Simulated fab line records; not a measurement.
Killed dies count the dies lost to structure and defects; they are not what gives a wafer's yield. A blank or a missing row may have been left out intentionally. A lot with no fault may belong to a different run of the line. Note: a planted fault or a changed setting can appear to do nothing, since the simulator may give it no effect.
Which tool did it? | flow sky130 | Sampling: 11 lots, 33 wafers, 5 of 708 route steps

## WHAT THE GAUGES READ, wafer by wafer
SKY_LI_CONTACT_OVL_MEAS_13. Usual: for LI_CONTACT_OVL the level is 0 nm and the standard deviation is 5.2.
lot  | measured     | on         | LI_CONTACT_OVL (nm) | flag
L722 | day 29 00:26 | overlay-01 | 1 13 5              |
L723 | day 29 20:56 | overlay-02 | 9 8 5               |
L725 | day 30 18:55 | overlay-01 | 4 -1 -5             |
L733 | day 33 06:03 | overlay-01 | -2 3 0              |
L734 | day 33 12:25 | overlay-02 | -2 -1 8             |
L735 | day 33 23:50 | overlay-02 | -1 -1 4             |
L736 | day 35 02:30 | overlay-01 | -1 -2 -6            |
L737 | day 35 05:56 | overlay-01 | 1 2 -8              |
L738 | day 35 15:03 | overlay-02 | -4 0 0              |
L740 | day 36 10:20 | overlay-02 | 3 2 -3              |
L743 | day 38 03:14 | overlay-02 | -12 -9 -8           |

SKY_CONTACT_THK_MEAS_03. Usual: for CONTACT_HDPCVD_THK the level is 565 nm and the standard deviation is 5.6.
lot  | measured     | on            | CONTACT_HDPCVD_THK (nm) | flag
L722 | day 30 06:33 | film_metro-02 | 564 561 572             |
L723 | day 31 03:45 | film_metro-01 | 567 563 562             |
L725 | day 32 00:19 | film_metro-03 | 559 566 568             |
L733 | day 34 10:44 | film_metro-01 | 575 573 682             | OFF
L734 | day 34 17:11 | film_metro-01 | 564 566 565             |
L735 | day 35 04:56 | film_metro-03 | 570 679 574             | OFF
L736 | day 36 06:17 | film_metro-02 | 566 567 558             |
L737 | day 36 11:11 | film_metro-01 | 557 549 551             |
L738 | day 36 19:06 | film_metro-03 | 572 568 569             |
L740 | day 37 15:19 | film_metro-03 | 561 557 563             |
L743 | day 39 07:25 | film_metro-02 | 564 575 562             |

## WHICH TOOL RAN EACH LOT (tool, then ch and the chambers of the sampled wafers, then the start)
lot  | SKY_LI_CONTACT_CMP_02         | SKY_LI_CONTACT_ETCH_14             | SKY_CONTACT_HDPCVD_02
L722 | cmp-02 ch 1,2,3, day 27 20:53 | rie_diel-01 ch 0,2, day 29 00:27   | hdpcvd-01 ch 0,1,2, day 30 06:28
L723 | cmp-01 ch 1,3, day 28 16:52   | rie_diel-01 ch 1,2, day 29 20:58   | hdpcvd-02 ch 0,1, day 31 03:41
L725 | cmp-01 ch 0,3, day 29 14:38   | rie_diel-04 ch 0,1,3, day 30 18:57 | hdpcvd-01 ch 0,2, day 32 00:15
L733 | cmp-01 ch 0,1,3, day 32 03:11 | rie_diel-01 ch 0,2,3, day 33 06:04 | hdpcvd-02 ch 0,1, day 34 10:39
L734 | cmp-02 ch 1,3, day 32 09:51   | rie_diel-01 ch 0,3, day 33 12:27   | hdpcvd-01 ch 1,2, day 34 17:06
L735 | cmp-01 ch 0,2,3, day 32 20:55 | rie_diel-01 ch 0,2,3, day 33 23:52 | hdpcvd-02 ch 0,1,2, day 35 04:52
L736 | cmp-02 ch 0,3, day 33 23:34   | rie_diel-01 ch 2,3, day 35 02:32   | hdpcvd-01 ch 0,1, day 36 06:13
L737 | cmp-02 ch 0,2,3, day 34 02:48 | rie_diel-02 ch 0,2,3, day 35 05:58 | hdpcvd-01 ch 0,1,2, day 36 11:07
L738 | cmp-02 ch 1,2,3, day 34 11:53 | rie_diel-02 ch 0,2,3, day 35 15:04 | hdpcvd-01 ch 0,1, day 36 19:01
L740 | cmp-01 ch 0,2,3, day 35 07:18 | rie_diel-02 ch 0,1,2, day 36 10:22 | hdpcvd-01 ch 0,1,2, day 37 15:14
L743 | cmp-02 ch 1,2,3, day 37 00:33 | rie_diel-04 ch 0,1,3, day 38 03:16 | hdpcvd-02 ch 0,2, day 39 07:20
- SKY_LI_CONTACT_CMP_02: polishes PSG.
- SKY_LI_CONTACT_ETCH_14: etches BARC in N2/H2, stops on SiO2, time 45.9 s, target depth 60 nm.
- SKY_CONTACT_HDPCVD_02: deposits SiO2, target thk 565 nm, time 94.2 s.

## AS READ BY THE TOOLS THEMSELVES (means over the sampled wafers that have a number; for cases with no such wafer, the mark the record gives instead)
SKY_LI_CONTACT_CMP_02. Usual: edge_zone_pressure_frac 1.000, standard deviation 0.005; motor_current_A 11.8 A, standard deviation 1.1; slurry_flow_ml_min 149.9, standard deviation 0.43; time_to_endpoint_s 33.6 s, standard deviation 2.8.
lot  | tool   | edge_zone_pressure_frac | motor_current_A (A) | slurry_flow_ml_min | time_to_endpoint_s (s) | flag
L722 | cmp-02 | 0.999                   | 11.8                | 150.1              | 34.4                   |
L723 | cmp-01 | 1.000                   | 10.6                | 150.1              | 33.3                   |
L725 | cmp-01 | 0.995                   | 11.6                | 149.8              | 37.1                   |
L733 | cmp-01 | 1.006                   | 11.2                | 149.8              | 34.7                   |
L734 | cmp-02 | 0.998                   | 11.6                | 150.2              | 33.3                   |
L735 | cmp-01 | 1.004                   | 12.5                | 150.2              | 34.4                   |
L736 | cmp-02 | 1.002                   | 11.4                | 150.0              | 34.4                   |
L737 | cmp-02 | 0.997                   | 11.5                | 149.8              | 34.4                   |
L738 | cmp-02 | 1.000                   | 11.9                | 150.2              | 35.9                   |
L740 | cmp-01 | 1.001                   | 12.5                | 150.0              | 36.0                   |
L743 | cmp-02 | 1.000                   | 11.7                | 150.3              | 30.5                   |

SKY_LI_CONTACT_ETCH_14. Usual: bias_w 99.93 W, standard deviation 0.3; drypump_motor_current_A 5.5 A, standard deviation 0.37; n2_flow_sccm 100.0 sccm, standard deviation 0.31; oes_product_au 0.857 a.u., standard deviation 0.0051; throttle_valve_pct 13.224 %, standard deviation 0.0091.
lot  | tool        | bias_w (W) | drypump_motor_current_A (A) | n2_flow_sccm (sccm) | oes_product_au (a.u.) | throttle_valve_pct (%) | flag
L722 | rie_diel-01 | 99.74      | 5.1                         | 100.1               | 0.855                 | 13.227                 |
L723 | rie_diel-01 | 100.24     | 5.2                         | 99.9                | 0.856                 | 13.219                 |
L725 | rie_diel-04 | 99.92      | 5.9                         | 99.8                | 0.860                 | 13.220                 |
L733 | rie_diel-01 | 99.93      | 5.4                         | 99.9                | 0.853                 | 13.225                 |
L734 | rie_diel-01 | 100.14     | 5.7                         | 99.6                | 0.859                 | 13.218                 |
L735 | rie_diel-01 | 99.59      | 5.4                         | 99.9                | 0.861                 | 13.227                 |
L736 | rie_diel-01 | 99.97      | 5.4                         | 99.9                | 0.858                 | 13.222                 |
L737 | rie_diel-02 | 100.00     | 5.7                         | 100.1               | 0.857                 | 13.226                 |
L738 | rie_diel-02 | 99.77      | 5.7                         | 100.1               | 0.858                 | 13.229                 |
L740 | rie_diel-02 | 100.04     | 5.4                         | 100.1               | 0.853                 | 13.229                 |
L743 | rie_diel-04 | 100.29     | 5.9                         | 99.7                | 0.855                 | 13.229                 |

SKY_CONTACT_HDPCVD_02. Usual: pressure_mtorr 6.000 mTorr, standard deviation 0.013; sih4_flow_sccm 59.96 sccm, standard deviation 0.17.
lot  | tool      | pressure_mtorr (mTorr) | sih4_flow_sccm (sccm) | flag
L722 | hdpcvd-01 | 5.993                  | 60.07                 |
L723 | hdpcvd-02 | 5.988                  | 60.12                 |
L725 | hdpcvd-01 | 6.008                  | 60.04                 |
L733 | hdpcvd-02 | 6.008                  | 63.85                 | OFF
L734 | hdpcvd-01 | 6.001                  | 59.97                 |
L735 | hdpcvd-02 | 6.007                  | 64.02                 | OFF
L736 | hdpcvd-01 | 6.008                  | 60.02                 |
L737 | hdpcvd-01 | 5.993                  | 59.92                 |
L738 | hdpcvd-01 | 6.013                  | 60.02                 |
L740 | hdpcvd-01 | 5.999                  | 59.97                 |
L743 | hdpcvd-02 | 6.004                  | 59.95                 |

## THE ANSWER, worked out from the rows above alone
Rule: a lot counts as off when the mean over its wafers that have a number is more than 3 standard deviations away from the usual mean. Also off: a lot with no number at a reading for which 4 or more lots have one. Any other lot the step has rows for is counted as sound. First the gauges in route order, then the tools' own readings, where a lot's mean is used as printed above. The first step at which some lot is off is used, and at that step the reading that is off furthest; a lot without a number counts as furthest.
Off: L733, L735, at SKY_CONTACT_THK_MEAS_03 (CONTACT_HDPCVD_THK).
If a tool, at a process step before that reading, ran all the lots that are off and no sound lot after the first of them, it fits. Not tried: the gauges at SKY_CONTACT_THK_MEAS_03; whatever is off there is also off at SKY_CONTACT_HDPCVD_02, on other tools, and gauge error can't account for it. Of those tried, none fits.

## WHAT WAS PUT IN BY THE SIMULATOR
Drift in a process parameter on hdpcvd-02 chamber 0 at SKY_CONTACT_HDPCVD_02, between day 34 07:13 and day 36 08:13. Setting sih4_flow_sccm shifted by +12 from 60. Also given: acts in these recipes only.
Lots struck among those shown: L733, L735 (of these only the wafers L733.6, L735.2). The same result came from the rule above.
